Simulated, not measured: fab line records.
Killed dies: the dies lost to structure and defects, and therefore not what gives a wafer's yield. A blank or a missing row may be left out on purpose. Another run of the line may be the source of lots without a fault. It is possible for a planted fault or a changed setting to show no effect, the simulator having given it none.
Chamber matching :: flow gf180mcu :: cmp-01 running GF_V1_CMP_26: 4 sister chambers
The step polishes, stops on SiO2, t overpolish 15 s, target thk 0 nm. 8 wafers are shown with their chamber, then 7 later ones without.

## WAFERS WITH THEIR CHAMBER
wafer: L076.1
chamber: 1
motor-current-A (A): 11.7
overpolish-run-s (s): 14.992

wafer: L076.3
chamber: 2
motor-current-A (A): 12.2
overpolish-run-s (s): 15.000

wafer: L076.5
chamber: 1
motor-current-A (A): 11.7
overpolish-run-s (s): 14.985

wafer: L078.1
chamber: 2
motor-current-A (A): 12.1
overpolish-run-s (s): 15.016

wafer: L078.3
chamber: 0
motor-current-A (A): 9.8
overpolish-run-s (s): 15.004

wafer: L078.4
chamber: 3
motor-current-A (A): 11.2
overpolish-run-s (s): 14.996

wafer: L079.2
chamber: 3
motor-current-A (A): 10.6
overpolish-run-s (s): 14.990

wafer: L079.3
chamber: 0
motor-current-A (A): 9.7
overpolish-run-s (s): 14.990

## WAFERS WHOSE CHAMBER IS MISSING
wafer: L079.5
motor-current-A (A): 11.4
overpolish-run-s (s): 15.002

wafer: L095.4
motor-current-A (A): 10.4
overpolish-run-s (s): 15.000

wafer: L095.5
motor-current-A (A): 11.1
overpolish-run-s (s): 14.987

wafer: L095.6
motor-current-A (A): 12.1
overpolish-run-s (s): 14.994

wafer: L097.4
motor-current-A (A): 11.7
overpolish-run-s (s): 15.010

wafer: L097.5
motor-current-A (A): 11.9
overpolish-run-s (s): 14.989

wafer: L097.6
motor-current-A (A): 10.0
overpolish-run-s (s): 14.997

## EACH ONE'S CHAMBER
wafer: L079.5
from the rows above: can't be placed: 1 or 3 or 2
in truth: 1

wafer: L095.4
from the rows above: can't be placed: 3 or 0
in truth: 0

wafer: L095.5
from the rows above: can't be placed: 3 or 1
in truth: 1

wafer: L095.6
from the rows above: can't be placed: 2 or 1
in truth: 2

wafer: L097.4
from the rows above: can't be placed: 2 or 1
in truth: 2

wafer: L097.5
from the rows above: can't be placed: 1 or 2
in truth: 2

wafer: L097.6
from the rows above: 0
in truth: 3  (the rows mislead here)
Correctly placed: 0 of 7. Can't be placed from these rows: 6 (the true chamber is among the candidates in 6). 1 placed wrongly.
How it was worked out, from the rows above alone: a wafer's distance from a chamber is the root of the sum, over the readings, of the square of ((its reading less the chamber's mean) divided by the reading's scatter). The wafer belongs to the nearest chamber; if the next one is less than 2 further off, it can't be placed. For every chamber, the mean is computed from those of its wafers that are shown. How the scatter is found: for the shown wafers, subtract from each reading the mean of its chamber, square and add these, divide the total by (wafers less chambers), then take the root.
